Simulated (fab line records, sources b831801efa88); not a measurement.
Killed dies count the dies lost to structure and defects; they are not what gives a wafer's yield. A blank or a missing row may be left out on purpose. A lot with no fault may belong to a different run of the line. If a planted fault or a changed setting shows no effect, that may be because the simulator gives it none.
Split-lot trial :: flow sfq-line :: 23 wafers read from 5 lots, route of 325 steps

== ON THE SPLIT ==
At SFQ_TRILAYER_L0_LITHO_COAT_010 (resist thk 62 nm), the setting resist-thk-nm was moved away from the recipe's 62 nm on 10 of the 23 wafers read, by -5.2% to +5.5%. This setting was run at the recipe's value on the other wafers.

== FROM THE SPLIT TO THE READING: what the file shows between them, 4 steps ==
- SFQ_TRILAYER_L0_LITHO_COAT_005: resist thk 600 nm
- SFQ_TRILAYER_L0_LITHO_SOFTBAKE_009
- SFQ_TRILAYER_L0_LITHO_PEB_008: peb time 60 s
- SFQ_TRILAYER_L0_LITHO_DEVELOP_007: time 60 s

== THE READING ==
etch.depth-nm (the simulator's own value, which no gauge read), in nm, at SFQ_TRILAYER_L0_BARC_OPEN_METAL_ETCH_010 (etches BARC in O2, target depth 125 nm, time 41.7 s). No usual value for it is given in the file. Here, 13 wafers ran the recipe; their average is 61.94 nm with a standard deviation of 0.094 nm.

wafer: L076.1
tool, chamber at the split: litho-track-04, 0
resist-thk-nm as run, nm: 58.76
against the recipe: -5.2%
etch.depth-nm, nm: 58.89
against lot-mates on the recipe: -3.06

wafer: L076.2
tool, chamber at the split: litho-track-04, 0
resist-thk-nm as run, nm: 58.76
against the recipe: -5.2%
etch.depth-nm, nm: 58.7
against lot-mates on the recipe: -3.25

wafer: L076.3
tool, chamber at the split: litho-track-04, 0
resist-thk-nm as run, nm: 62
against the recipe: recipe
etch.depth-nm, nm: 62
against lot-mates on the recipe: -

wafer: L076.4
tool, chamber at the split: litho-track-04, 0
resist-thk-nm as run, nm: 62
against the recipe: recipe
etch.depth-nm, nm: 61.97
against lot-mates on the recipe: -

wafer: L076.5
tool, chamber at the split: litho-track-04, 0
resist-thk-nm as run, nm: 62
against the recipe: recipe
etch.depth-nm, nm: 61.89
against lot-mates on the recipe: -

wafer: L077.1
tool, chamber at the split: litho-track-04, 0
resist-thk-nm as run, nm: 65.44
against the recipe: +5.5%
etch.depth-nm, nm: 65.43
against lot-mates on the recipe: +3.39

wafer: L077.2
tool, chamber at the split: litho-track-04, 0
resist-thk-nm as run, nm: 62
against the recipe: recipe
etch.depth-nm, nm: 61.95
against lot-mates on the recipe: -

wafer: L077.3
tool, chamber at the split: litho-track-04, 0
resist-thk-nm as run, nm: 65.44
against the recipe: +5.5%
etch.depth-nm, nm: 65.42
against lot-mates on the recipe: +3.38

wafer: L077.4
tool, chamber at the split: litho-track-04, 0
resist-thk-nm as run, nm: 65.44
against the recipe: +5.5%
etch.depth-nm, nm: 65.24
against lot-mates on the recipe: +3.20

wafer: L077.6
tool, chamber at the split: litho-track-04, 0
resist-thk-nm as run, nm: 62
against the recipe: recipe
etch.depth-nm, nm: 62.13
against lot-mates on the recipe: -

wafer: L080.1
tool, chamber at the split: litho-track-04, 0
resist-thk-nm as run, nm: 62
against the recipe: recipe
etch.depth-nm, nm: 62.02
against lot-mates on the recipe: -

wafer: L080.3
tool, chamber at the split: litho-track-04, 0
resist-thk-nm as run, nm: 62
against the recipe: recipe
etch.depth-nm, nm: 61.94
against lot-mates on the recipe: -

wafer: L080.6
tool, chamber at the split: litho-track-04, 0
resist-thk-nm as run, nm: 62
against the recipe: recipe
etch.depth-nm, nm: 61.94
against lot-mates on the recipe: -

wafer: L083.1
tool, chamber at the split: litho-track-04, 0
resist-thk-nm as run, nm: 59.82
against the recipe: -3.5%
etch.depth-nm, nm: 59.63
against lot-mates on the recipe: -2.25

wafer: L083.3
tool, chamber at the split: litho-track-04, 0
resist-thk-nm as run, nm: 62
against the recipe: recipe
etch.depth-nm, nm: 61.81
against lot-mates on the recipe: -

wafer: L083.4
tool, chamber at the split: litho-track-04, 0
resist-thk-nm as run, nm: 59.82
against the recipe: -3.5%
etch.depth-nm, nm: 59.72
against lot-mates on the recipe: -2.16

wafer: L083.5
tool, chamber at the split: litho-track-04, 0
resist-thk-nm as run, nm: 62
against the recipe: recipe
etch.depth-nm, nm: 61.78
against lot-mates on the recipe: -

wafer: L083.6
tool, chamber at the split: litho-track-04, 0
resist-thk-nm as run, nm: 62
against the recipe: recipe
etch.depth-nm, nm: 62.06
against lot-mates on the recipe: -

wafer: L084.1
tool, chamber at the split: litho-track-04, 0
resist-thk-nm as run, nm: 60.5
against the recipe: -2.4%
etch.depth-nm, nm: 60.26
against lot-mates on the recipe: -1.62

wafer: L084.2
tool, chamber at the split: litho-track-04, 0
resist-thk-nm as run, nm: 62
against the recipe: recipe
etch.depth-nm, nm: 61.89
against lot-mates on the recipe: -

wafer: L084.4
tool, chamber at the split: litho-track-04, 0
resist-thk-nm as run, nm: 62
against the recipe: recipe
etch.depth-nm, nm: 61.87
against lot-mates on the recipe: -

wafer: L084.5
tool, chamber at the split: litho-track-04, 0
resist-thk-nm as run, nm: 60.5
against the recipe: -2.4%
etch.depth-nm, nm: 60.33
against lot-mates on the recipe: -1.55

wafer: L084.6
tool, chamber at the split: litho-track-04, 0
resist-thk-nm as run, nm: 60.5
against the recipe: -2.4%
etch.depth-nm, nm: 60.32
against lot-mates on the recipe: -1.56

THE FIT
A straight line over all 23 wafers: etch.depth-nm changes by +0.621 nm for each +1% of resist-thk-nm; r = +1.00; the points scatter about the line by 0.11 nm.
The same after taking each lot's own level away (the mean of its wafers on the recipe; 23 wafers): +0.608 nm for each +1%; r = +1.00; scatter 0.087 nm.
On that fit, the largest move of resist-thk-nm shifts the reading by 3.4 nm.
From 61.880 to 62.040 nm: that is the span of the lots' own levels, equal to 1.7 times the standard deviation above.
Hence the lot-to-lot level has little effect on the slope; both slopes agree.
Check: +3.34 nm against its lot-mates is what the line predicts for one of the wafers moved furthest among these (+5.5%) when that wafer is left out of the fit. It came out at +3.39 nm against them.

== THE WHOLE CHAIN: every reading that the file lists as answering this split, in the file's order ==
step: SFQ_TRILAYER_L0_LITHO_COAT_010
what it does: resist thk 62 nm
reading: BARC_of_TRILAYER_L0_LITHO_COAT_010.thk-nm (the simulator's own value, which no gauge read)
change (the file's fit): +0.61 nm for each +1% of the setting
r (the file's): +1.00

step: SFQ_TRILAYER_L0_BARC_OPEN_METAL_ETCH_010
what it does: etches BARC in O2, target depth 125 nm, time 41.7 s
reading: etch.depth-nm (the simulator's own value, which no gauge read)
change (the file's fit): +0.61 nm for each +1% of the setting
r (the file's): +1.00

== FILE'S OWN FIT ==
etch.depth-nm changes by +0.61 nm for each +1% of resist-thk-nm, r = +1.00.
